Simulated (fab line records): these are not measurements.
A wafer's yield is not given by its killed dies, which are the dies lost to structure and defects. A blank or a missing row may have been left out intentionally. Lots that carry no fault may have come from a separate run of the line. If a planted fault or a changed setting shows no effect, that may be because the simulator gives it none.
Which of the tools did it? :: flow sky130 :: 11 lots, 33 wafers sampled, at 6 steps of a route of 708

WHAT THE GAUGES READ, wafer by wafer
Not one reading of a measure or inspect step in the record can be checked against a usual standard deviation.

EACH LOT AND THE TOOL THAT RAN IT (in order: tool; ch and the chambers of the sampled wafers; start)
lot: L960
SKY_VIA2_SPUTTER_20: pvd sputter-02, day 36 02:43
SKY_METAL3_SPUTTER_02: pvd sputter-01, day 36 03:31
SKY_CAPM_COAT_07: litho track-04 ch 0, day 36 16:23
SKY_CAPM_METAL_ETCH_13: rie metal-04 ch 0,1, day 37 05:21
SKY_CAPM_STRIP_14: plasma asher-04 ch 0,1, day 37 05:25
SKY_PAD_OPEN_PROBE_99: -

lot: L962
SKY_VIA2_SPUTTER_20: pvd sputter-01, day 36 16:33
SKY_METAL3_SPUTTER_02: pvd sputter-02, day 36 17:16
SKY_CAPM_COAT_07: litho track-01 ch 0, day 37 06:07
SKY_CAPM_METAL_ETCH_13: rie metal-03 ch 0,1, day 37 19:10
SKY_CAPM_STRIP_14: plasma asher-02 ch 0, day 37 19:14
SKY_PAD_OPEN_PROBE_99: prober-02, day 46 01:14

lot: L969
SKY_VIA2_SPUTTER_20: pvd sputter-01, day 39 02:37
SKY_METAL3_SPUTTER_02: pvd sputter-01, day 39 03:20
SKY_CAPM_COAT_07: litho track-01 ch 0, day 39 15:49
SKY_CAPM_METAL_ETCH_13: rie metal-02 ch 0, day 40 04:39
SKY_CAPM_STRIP_14: plasma asher-02 ch 0,1, day 40 04:44
SKY_PAD_OPEN_PROBE_99: -

lot: L970
SKY_VIA2_SPUTTER_20: pvd sputter-02, day 39 14:03
SKY_METAL3_SPUTTER_02: pvd sputter-01, day 39 14:46
SKY_CAPM_COAT_07: litho track-04 ch 0, day 40 03:05
SKY_CAPM_METAL_ETCH_13: rie metal-03 ch 0, day 40 15:17
SKY_CAPM_STRIP_14: plasma asher-01 ch 0,1, day 40 15:25
SKY_PAD_OPEN_PROBE_99: -

lot: L971
SKY_VIA2_SPUTTER_20: pvd sputter-02, day 39 15:07
SKY_METAL3_SPUTTER_02: pvd sputter-01, day 39 15:50
SKY_CAPM_COAT_07: litho track-01 ch 0, day 40 04:31
SKY_CAPM_METAL_ETCH_13: rie metal-02 ch 0,1, day 40 16:55
SKY_CAPM_STRIP_14: plasma asher-04 ch 0,1, day 40 17:01
SKY_PAD_OPEN_PROBE_99: prober-01, day 48 09:27

lot: L972
SKY_VIA2_SPUTTER_20: pvd sputter-01, day 40 03:10
SKY_METAL3_SPUTTER_02: pvd sputter-03, day 40 03:53
SKY_CAPM_COAT_07: litho track-01 ch 0, day 40 16:07
SKY_CAPM_METAL_ETCH_13: rie metal-04 ch 0,1, day 41 04:36
SKY_CAPM_STRIP_14: plasma asher-01 ch 0,1, day 41 04:41
SKY_PAD_OPEN_PROBE_99: prober-02, day 48 19:53

lot: L973
SKY_VIA2_SPUTTER_20: pvd sputter-02, day 40 08:22
SKY_METAL3_SPUTTER_02: pvd sputter-03, day 40 09:04
SKY_CAPM_COAT_07: litho track-01 ch 0, day 40 21:23
SKY_CAPM_METAL_ETCH_13: rie metal-03 ch 0,1, day 41 09:07
SKY_CAPM_STRIP_14: plasma asher-04 ch 0,1, day 41 09:13
SKY_PAD_OPEN_PROBE_99: prober-01, day 48 21:32

lot: L975
SKY_VIA2_SPUTTER_20: pvd sputter-02, day 40 14:16
SKY_METAL3_SPUTTER_02: pvd sputter-01, day 40 14:59
SKY_CAPM_COAT_07: litho track-01 ch 0, day 41 03:02
SKY_CAPM_METAL_ETCH_13: rie metal-04 ch 0,1, day 41 15:09
SKY_CAPM_STRIP_14: plasma asher-04 ch 0,1, day 41 15:14
SKY_PAD_OPEN_PROBE_99: prober-01, day 49 03:26

lot: L977
SKY_VIA2_SPUTTER_20: pvd sputter-01, day 41 05:48
SKY_METAL3_SPUTTER_02: pvd sputter-02, day 41 06:31
SKY_CAPM_COAT_07: litho track-02 ch 0, day 41 18:19
SKY_CAPM_METAL_ETCH_13: rie metal-03 ch 1, day 42 06:10
SKY_CAPM_STRIP_14: plasma asher-02 ch 0, day 42 06:19
SKY_PAD_OPEN_PROBE_99: -

lot: L980
SKY_VIA2_SPUTTER_20: pvd sputter-01, day 43 00:38
SKY_METAL3_SPUTTER_02: pvd sputter-03, day 43 01:21
SKY_CAPM_COAT_07: litho track-04 ch 0, day 43 12:40
SKY_CAPM_METAL_ETCH_13: rie metal-04 ch 0,1, day 44 00:40
SKY_CAPM_STRIP_14: plasma asher-01 ch 0,1, day 44 00:44
SKY_PAD_OPEN_PROBE_99: -

lot: L983
SKY_VIA2_SPUTTER_20: pvd sputter-04, day 43 04:33
SKY_METAL3_SPUTTER_02: pvd sputter-01, day 43 05:24
SKY_CAPM_COAT_07: litho track-04 ch 0, day 43 16:44
SKY_CAPM_METAL_ETCH_13: rie metal-04 ch 0,1, day 44 03:30
SKY_CAPM_STRIP_14: plasma asher-01 ch 0, day 44 03:35
SKY_PAD_OPEN_PROBE_99: -
- SKY_VIA2_SPUTTER_20: material TiN, target thk 20 nm, time 80 s.
- SKY_METAL3_SPUTTER_02: material AlCu, target thk 735 nm, time 39.1 s.
- SKY_CAPM_COAT_07: resist thk 1140 nm.
- SKY_CAPM_METAL_ETCH_13: etches TiN in Cl2/BCl3, stops on SiO2, target depth 220 nm, time 62.9 s.
- SKY_CAPM_STRIP_14: strips in O2/N2.
- SKY_PAD_OPEN_PROBE_99

AS READ BY THE TOOLS THEMSELVES (means over the sampled wafers that have a number; for cases with no such wafer, the mark the record gives instead)
SKY_VIA2_SPUTTER_20. Usual: throttle valve pct 30.0 %, standard deviation 1.2.
lot: L960
tool: pvd sputter-02
throttle valve pct (%): 31.6
flag: 

lot: L962
tool: pvd sputter-01
throttle valve pct (%): 30.1
flag: 

lot: L969
tool: pvd sputter-01
throttle valve pct (%): 30.0
flag: 

lot: L970
tool: pvd sputter-02
throttle valve pct (%): 31.5
flag: 

lot: L971
tool: pvd sputter-02
throttle valve pct (%): 31.5
flag: 

lot: L972
tool: pvd sputter-01
throttle valve pct (%): 30.5
flag: 

lot: L973
tool: pvd sputter-02
throttle valve pct (%): 30.4
flag: 

lot: L975
tool: pvd sputter-02
throttle valve pct (%): 31.1
flag: 

lot: L977
tool: pvd sputter-01
throttle valve pct (%): 30.0
flag: 

lot: L980
tool: pvd sputter-01
throttle valve pct (%): 29.3
flag: 

lot: L983
tool: pvd sputter-04
throttle valve pct (%): 29.4
flag: 

SKY_METAL3_SPUTTER_02. Usual: throttle valve pct 29.9 %, standard deviation 1.1.
lot: L960
tool: pvd sputter-01
throttle valve pct (%): 30.4
flag: 

lot: L962
tool: pvd sputter-02
throttle valve pct (%): 30.9
flag: 

lot: L969
tool: pvd sputter-01
throttle valve pct (%): 29.8
flag: 

lot: L970
tool: pvd sputter-01
throttle valve pct (%): 30.0
flag: 

lot: L971
tool: pvd sputter-01
throttle valve pct (%): 29.8
flag: 

lot: L972
tool: pvd sputter-03
throttle valve pct (%): 29.9
flag: 

lot: L973
tool: pvd sputter-03
throttle valve pct (%): 28.4
flag: 

lot: L975
tool: pvd sputter-01
throttle valve pct (%): 31.0
flag: 

lot: L977
tool: pvd sputter-02
throttle valve pct (%): 30.3
flag: 

lot: L980
tool: pvd sputter-03
throttle valve pct (%): 29.8
flag: 

lot: L983
tool: pvd sputter-01
throttle valve pct (%): 30.6
flag: 

SKY_CAPM_COAT_07. Usual: spin speed rpm 3000.3 rpm, standard deviation 2.1.
lot: L960
tool: litho track-04
spin speed rpm (rpm): 3000.4
flag: 

lot: L962
tool: litho track-01
spin speed rpm (rpm): 2999.3
flag: 

lot: L969
tool: litho track-01
spin speed rpm (rpm): 3000.8
flag: 

lot: L970
tool: litho track-04
spin speed rpm (rpm): 3001.2
flag: 

lot: L971
tool: litho track-01
spin speed rpm (rpm): 3000.3
flag: 

lot: L972
tool: litho track-01
spin speed rpm (rpm): 3001.7
flag: 

lot: L973
tool: litho track-01
spin speed rpm (rpm): 3083.3
flag: OFF

lot: L975
tool: litho track-01
spin speed rpm (rpm): 3083.6
flag: OFF

lot: L977
tool: litho track-02
spin speed rpm (rpm): 3001.5
flag: 

lot: L980
tool: litho track-04
spin speed rpm (rpm): 3000.2
flag: 

lot: L983
tool: litho track-04
spin speed rpm (rpm): 2998.7
flag: 

SKY_CAPM_METAL_ETCH_13. Usual: drypump motor current A 5.80 A, standard deviation 0.29; oes product au 0.943 a.u., standard deviation 0.0089; throttle valve pct 21.900 %, standard deviation 0.0096.
lot: L960
tool: rie metal-04
drypump motor current A (A): 5.75
oes product au (a.u.): 0.936
throttle valve pct (%): 21.904
flag: 

lot: L962
tool: rie metal-03
drypump motor current A (A): 5.66
oes product au (a.u.): 0.940
throttle valve pct (%): 21.900
flag: 

lot: L969
tool: rie metal-02
drypump motor current A (A): 5.71
oes product au (a.u.): 0.956
throttle valve pct (%): 21.882
flag: 

lot: L970
tool: rie metal-03
drypump motor current A (A): 5.39
oes product au (a.u.): 0.944
throttle valve pct (%): 21.890
flag: 

lot: L971
tool: rie metal-02
drypump motor current A (A): 5.83
oes product au (a.u.): 0.956
throttle valve pct (%): 21.896
flag: 

lot: L972
tool: rie metal-04
drypump motor current A (A): 5.76
oes product au (a.u.): 0.940
throttle valve pct (%): 21.900
flag: 

lot: L973
tool: rie metal-03
drypump motor current A (A): 5.51
oes product au (a.u.): 0.945
throttle valve pct (%): 21.909
flag: 

lot: L975
tool: rie metal-04
drypump motor current A (A): 5.75
oes product au (a.u.): 0.955
throttle valve pct (%): 21.886
flag: 

lot: L977
tool: rie metal-03
drypump motor current A (A): 5.76
oes product au (a.u.): 0.945
throttle valve pct (%): 21.899
flag: 

lot: L980
tool: rie metal-04
drypump motor current A (A): 5.96
oes product au (a.u.): 0.944
throttle valve pct (%): 21.896
flag: 

lot: L983
tool: rie metal-04
drypump motor current A (A): 5.76
oes product au (a.u.): 0.930
throttle valve pct (%): 21.906
flag: 

SKY_CAPM_STRIP_14. Usual: drypump motor current A 5.7 A, standard deviation 0.5; oes product au 0.711 a.u., standard deviation 0.0051; strip time to endpoint s 12.66 s, standard deviation 0.051.
lot: L960
tool: plasma asher-04
drypump motor current A (A): 5.8
oes product au (a.u.): 0.714
strip time to endpoint s (s): 12.71
flag: 

lot: L962
tool: plasma asher-02
drypump motor current A (A): 5.7
oes product au (a.u.): 0.709
strip time to endpoint s (s): 12.63
flag: 

lot: L969
tool: plasma asher-02
drypump motor current A (A): 5.7
oes product au (a.u.): 0.717
strip time to endpoint s (s): 12.56
flag: 

lot: L970
tool: plasma asher-01
drypump motor current A (A): 5.2
oes product au (a.u.): 0.710
strip time to endpoint s (s): 12.68
flag: 

lot: L971
tool: plasma asher-04
drypump motor current A (A): 6.2
oes product au (a.u.): 0.710
strip time to endpoint s (s): 12.64
flag: 

lot: L972
tool: plasma asher-01
drypump motor current A (A): 5.5
oes product au (a.u.): 0.713
strip time to endpoint s (s): 12.67
flag: 

lot: L973
tool: plasma asher-04
drypump motor current A (A): 6.2
oes product au (a.u.): 0.714
strip time to endpoint s (s): 12.47
flag: OFF

lot: L975
tool: plasma asher-04
drypump motor current A (A): 6.2
oes product au (a.u.): 0.707
strip time to endpoint s (s): 12.51
flag: 

lot: L977
tool: plasma asher-02
drypump motor current A (A): 5.7
oes product au (a.u.): 0.711
strip time to endpoint s (s): 12.71
flag: 

lot: L980
tool: plasma asher-01
drypump motor current A (A): 5.5
oes product au (a.u.): 0.705
strip time to endpoint s (s): 12.71
flag: 

lot: L983
tool: plasma asher-01
drypump motor current A (A): 5.7
oes product au (a.u.): 0.708
strip time to endpoint s (s): 12.65
flag: 

SKY_PAD_OPEN_PROBE_99. Usual: defect limited yield 82.5 %, standard deviation 1.9; killed_at_M0_to_M3 43, standard deviation 6.6; killed_at_M4_up 3.0, standard deviation 1.8; killed at contacts 24, standard deviation 5.1; killed at front end 16, standard deviation 4.5; killed at other 0.3, standard deviation 0.67; killed dies 86, standard deviation 9.3; killed open 47, standard deviation 6.9; killed short 39, standard deviation 6.6; sort_bin_3_pad_short 0.9 %, standard deviation 0.41; sort_bin_5_function 10.4 %, standard deviation 1.4; sort_bin_6_memory 6.2 %, standard deviation 1.1; sort n pass 406, standard deviation 9.3; sort yield pct 82.5 %, standard deviation 1.9.
lot: L962
tool: prober-02
defect limited yield (%): 83.4
killed_at_M0_to_M3: 43
killed_at_M4_up: 3.3
killed at contacts: 21
killed at front end: 14
killed at other: 0.3
killed dies: 82
killed open: 46
killed short: 34
sort_bin_3_pad_short (%): 0.8
sort_bin_5_function (%): 10.2
sort_bin_6_memory (%): 5.6
sort n pass: 410
sort yield pct (%): 83.4
flag: 

lot: L971
tool: prober-01
defect limited yield (%): 82.8
killed_at_M0_to_M3: 49
killed_at_M4_up: 2.0
killed at contacts: 22
killed at front end: 12
killed at other: 0.0
killed dies: 84
killed open: 48
killed short: 36
sort_bin_3_pad_short (%): 1.0
sort_bin_5_function (%): 9.2
sort_bin_6_memory (%): 6.9
sort n pass: 408
sort yield pct (%): 82.8
flag: 

lot: L972
tool: prober-02
defect limited yield (%): 83.4
killed_at_M0_to_M3: 46
killed_at_M4_up: 3.3
killed at contacts: 21
killed at front end: 11
killed at other: 0.0
killed dies: 82
killed open: 45
killed short: 37
sort_bin_3_pad_short (%): 0.9
sort_bin_5_function (%): 9.4
sort_bin_6_memory (%): 6.3
sort n pass: 410
sort yield pct (%): 83.4
flag: 

lot: L973
tool: prober-01
defect limited yield (%): 82.3
killed_at_M0_to_M3: 42
killed_at_M4_up: 3.0
killed at contacts: 24
killed at front end: 18
killed at other: 0.0
killed dies: 87
killed open: 44
killed short: 43
sort_bin_3_pad_short (%): 0.9
sort_bin_5_function (%): 10.4
sort_bin_6_memory (%): 6.3
sort n pass: 405
sort yield pct (%): 82.3
flag: 

lot: L975
tool: prober-01
defect limited yield (%): 79.0
killed_at_M0_to_M3: 47
killed_at_M4_up: 2.0
killed at contacts: 28
killed at front end: 26
killed at other: 0.3
killed dies: 103
killed open: 55
killed short: 48
sort_bin_3_pad_short (%): 1.4
sort_bin_5_function (%): 11.9
sort_bin_6_memory (%): 7.7
sort n pass: 389
sort yield pct (%): 79.0
flag: 

THE ANSWER, worked out from the rows above alone
Rule: a lot is off if the mean of its wafers that have a number lies more than 3 standard deviations from the usual mean. A lot without any number at a reading at which 4 lots or more have one is off too. The other lots that the step has rows for count as sound. The gauges are gone through in route order, then the tools' own readings, and for those a lot's mean is taken as printed above. At the first step where some lot is off, the reading lying furthest off is the one used; lots without a number count as furthest.
Off, at SKY_CAPM_COAT_07 on spin speed rpm: L973, L975.
If a tool, at that step or one of the process steps before it, ran each lot that is off and ran no sound lot following the first of them, it fits. Undecided on this evidence; 2 tools fit (pvd sputter-02 at SKY_VIA2_SPUTTER_20, litho track-01 at SKY_CAPM_COAT_07).

WHAT THE SIMULATOR PUT IN
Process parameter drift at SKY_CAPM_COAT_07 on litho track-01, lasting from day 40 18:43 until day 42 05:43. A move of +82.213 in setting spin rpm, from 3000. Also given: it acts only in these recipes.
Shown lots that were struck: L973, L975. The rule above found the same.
